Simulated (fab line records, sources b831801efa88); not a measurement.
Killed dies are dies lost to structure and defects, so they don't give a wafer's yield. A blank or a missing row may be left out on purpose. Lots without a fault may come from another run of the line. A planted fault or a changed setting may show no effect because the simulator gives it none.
fab line records | flow sfq_line
record lots=6 wafers=18 last_day=94
route steps=325 shown INCOMING@1 L0@3
lots that met no fault: from a run of the same line without faults
start_h: hours from the record's first day to the start of the lot's first wafer shown | wait_h: hours since the lot's step before | " the same as in the row above | L1.1+2: a row that stands for several wafers | - no value, or no start given | * or withheld: withheld | < > ~ a bound
route shown NAME@n: a module of which the file shows steps, and the number in the route of the first | usual: mean/standard deviation of fault-free wafers | same: alike in all rows | chamber/n: place in a boat | sites: the reading at each site | _std_site: their standard deviation | _edge_site: outer sites' mean less inner sites' | radius_mm: how far each site lies from the wafer's centre | mask NAME#n: copy n | behind: the tool/chamber that last shaped the wafer | hold: why the lot was held/for how many hours/how that ended | device: the transistor (n, p or np) that didn't switch | end of line: the same wafers' tests at the end of the route | a step without rows: its recipe alone | killed: dies lost to structure and defects at the first sort, not the wafer's yield | map: a wafer's dies, x killed, . not, _ none there
set.NAME: the setting as run; set.NAME@STEP: as run at that earlier step | model.NAME: the simulator's own value behind a step, which no gauge read
lots at some steps of the route; a table a step, a row a wafer
services: from which hour (start_h, from the record's first day; less than 0 if before it) a tool's chamber was out of use, for how many hours, and why
## steps
# step SFQ_INCOMING_BOW_MEAS_900
# recipe mode=bow
# usual INCOMING_BOW=-1/6
# columns lot.wafer tool chamber start_h wait_h INCOMING_BOW[um]
L700.2 film_metro-01 - 40.02 - 11
L700.3 " - " " -6
L700.4 " - " " -2
L701.1 film_metro-01 - 45.00 - -6
L701.5 " - " " -4
L701.6 " - " " 14
L709.1 film_metro-04 - 85.00 - -4
L709.3 " - " " -5
L709.5 " - " " -11
L711.3 film_metro-03 - 95.04 - 0
L711.4 " - " " -2
L711.6 " - " " 11
L714.4 film_metro-03 - 110.06 - 9
L714.5 " - " " 2
L714.6 " - " " 6
L716.2 film_metro-01 - 120.02 - 2
L716.3 " - " " 1
L716.4 " - " " -5
# step SFQ_TRILAYER_INCOMING_OXIDATION_002
# recipe temp_c=1000 ambient=H2O target_thk_a=5000 p_h2o_torr=720 ox_time_s=4939
# usual ox_temp_c=1000.0/0.41 ox_time_s=4939/0 zone_power_bottom_pct=39.4/2.7
# columns lot.wafer tool chamber start_h wait_h ox_temp_c ox_time_s zone_power_bottom_pct model.SiO2_of_TRILAYER_INCOMING_OXIDATION_002.thk_nm
L700.2 furnace-02 0 40.12 0.1 1001.1 4939 42.1 481.5
L700.3 " 0 " " 1000.5 4939 42.4 486.1
L700.4 " 0 " " 1000.6 4939 42.2 485.6
L701.1 furnace-01 0 45.12 0.1 1000.0 4939 37.0 480.9
L701.5 " 0 " " 1000.9 4939 37.3 467.5
L701.6 " 0 " " 1000.3 4939 37.0 473.5
L709.1 furnace-01 0 85.12 0.1 1001.2 5926.8 36.7 554.5
L709.3 " 0 " " 1000.1 5926.8 36.8 552.4
L709.5 " 0 " " 1000.4 5926.8 37.3 558.7
L711.3 furnace-01 0 95.12 0.1 999.8 5926.8 36.9 549.6
L711.4 " 0 " " 999.9 5926.8 36.6 543.8
L711.6 " 0 " " 1000.0 5926.8 36.4 550.4
L714.4 furnace-02 0 110.12 0.0 999.4 4939 42.6 494.7
L714.5 " 0 " " 999.8 4939 41.8 493.1
L714.6 " 0 " " 999.6 4939 42.2 492.5
L716.2 furnace-02 0 120.12 0.1 1000.2 4939 42.4 508.5
L716.3 " 0 " " 999.8 4939 42.0 506.1
L716.4 " 0 " " 999.8 4939 41.5 502.4
# step SFQ_TRILAYER_L0_DEP_SPUTTER_003
# recipe material=MoNx_KI base_pressure_pa=1.33e-06 target_thk_nm=40 power_w=800 time_s=100 chamber_pressure_pa=0.4
# usual cathode_dc_power_W=799.99/0.13 throttle_valve_pct=29.8/0.86
# columns lot.wafer tool chamber start_h wait_h cathode_dc_power_W throttle_valve_pct
L700.2 pvd_sputter-04 - 42.49 0.0 799.98 27.8
L700.3 " - " " 799.91 31.0
L700.4 " - " " 799.98 30.5
L701.1 pvd_sputter-04 - 47.49 0.0 799.97 30.6
L701.5 " - " " 799.82 28.8
L701.6 " - " " 800.21 27.9
L709.1 pvd_sputter-04 - 87.49 0.0 800.06 28.9
L709.3 " - " " 800.01 28.1
L709.5 " - " " 800.06 28.0
L711.3 pvd_sputter-03 - 97.49 0.0 800.03 29.5
L711.4 " - " " 799.93 30.0
L711.6 " - " " 800.11 29.4
L714.4 pvd_sputter-04 - 112.49 0.0 799.99 30.7
L714.5 " - " " 800.04 30.6
L714.6 " - " " 799.83 30.6
L716.2 pvd_sputter-05 - 122.49 0.0 800.02 29.4
L716.3 " - " " 799.94 30.0
L716.4 " - " " 799.81 30.3
## services
# columns tool chamber start_h hours kind
pvd_sputter-03 - 25.49 2.1 repair
furnace-01 - 27.49 4.3 pm
pvd_sputter-05 3 100.30 - consumable_replace:kit
pvd_sputter-05 3 100.30 18.0 scheduled_down
pvd_sputter-05 3 100.30 18.0 vent_cycle
## key
first_sign step=SFQ_TRILAYER_INCOMING_OXIDATION_002 reading=ox_time_s direction=up sigmas=99+ usual=* struck=*
effect none on later readings
model_effect step=SFQ_TRILAYER_INCOMING_OXIDATION_002 value=SiO2_of_TRILAYER_INCOMING_OXIDATION_002.thk_nm without=488.2 struck=551.6
met_at SFQ_TRILAYER_INCOMING_OXIDATION_002
struck_wafers L709.1,L709.3,L709.5,L711.3,L711.4,L711.6
onset_between 45.12 85.12
fault kind=process_parameter_drift tool=furnace-01 chamber=- onset_h=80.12 steps=SFQ_TRILAYER_INCOMING_OXIDATION_002 channel=ox_time_s offset=* shape=step end_h=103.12 stated=*
